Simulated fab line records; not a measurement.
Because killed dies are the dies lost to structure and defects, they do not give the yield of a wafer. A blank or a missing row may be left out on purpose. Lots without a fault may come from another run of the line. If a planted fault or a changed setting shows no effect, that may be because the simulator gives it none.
2 desks, one fault    flow gf180mcu    only its own numbers are on each desk; what lay behind them is given at the end

== DESK OF THE TOOL OWNER: pvd_sputter-03 ==
The tool's own readings at GF_V3_SPUTTER_22 (material TiN, target thk 10 nm, time 40 s): means of the sampled wafers that have a number, for each lot that ran on this tool. If a lot's mean is further than 4 standard deviations from the usual mean, the lot is out of limits and carries the mark OUT (the distance appears in the brackets).
Columns: A = throttle_valve_pct at GF_V3_SPUTTER_22, usual 29.8 %
lot   first seen here  A
L991  day 25 23:34     30.4
L992  day 26 04:24     29.8
L103  day 29 09:37     30.5
This desk's finding: nothing out of limits on any of the 3 lots.

== AT THE METROLOGY DESK ==
Means of the sampled wafers that have a number, per lot and without regard to the tool the lot ran on: this is what the gauges read. If a lot's mean is further than 4 standard deviations from the usual mean, the lot is out of limits and carries the mark OUT (the distance appears in the brackets).
Columns: A = cd_nm at GF_V3_CD_MEAS_14, usual 259.7 nm; B = V3_OVL at GF_V3_OVL_MEAS_15, usual 2 nm
lot   first seen here  A      B
L991  day 25 22:41     260.0  2
L992  day 26 03:31     257.9  5
L999  day 28 06:52     261.6  3
L100  day 29 01:34     258.3  -3
L101  day 29 03:29     260.0  -7
L103  day 29 08:44     260.7  9
This desk's finding: nothing out of limits on any of the 6 lots.

== ALL TOGETHER ==
The tool owner's desk saw nothing out of limits.
Metrology desk: nothing out of limits seen.

== WHAT THE SIMULATOR HAD PUT IN ==
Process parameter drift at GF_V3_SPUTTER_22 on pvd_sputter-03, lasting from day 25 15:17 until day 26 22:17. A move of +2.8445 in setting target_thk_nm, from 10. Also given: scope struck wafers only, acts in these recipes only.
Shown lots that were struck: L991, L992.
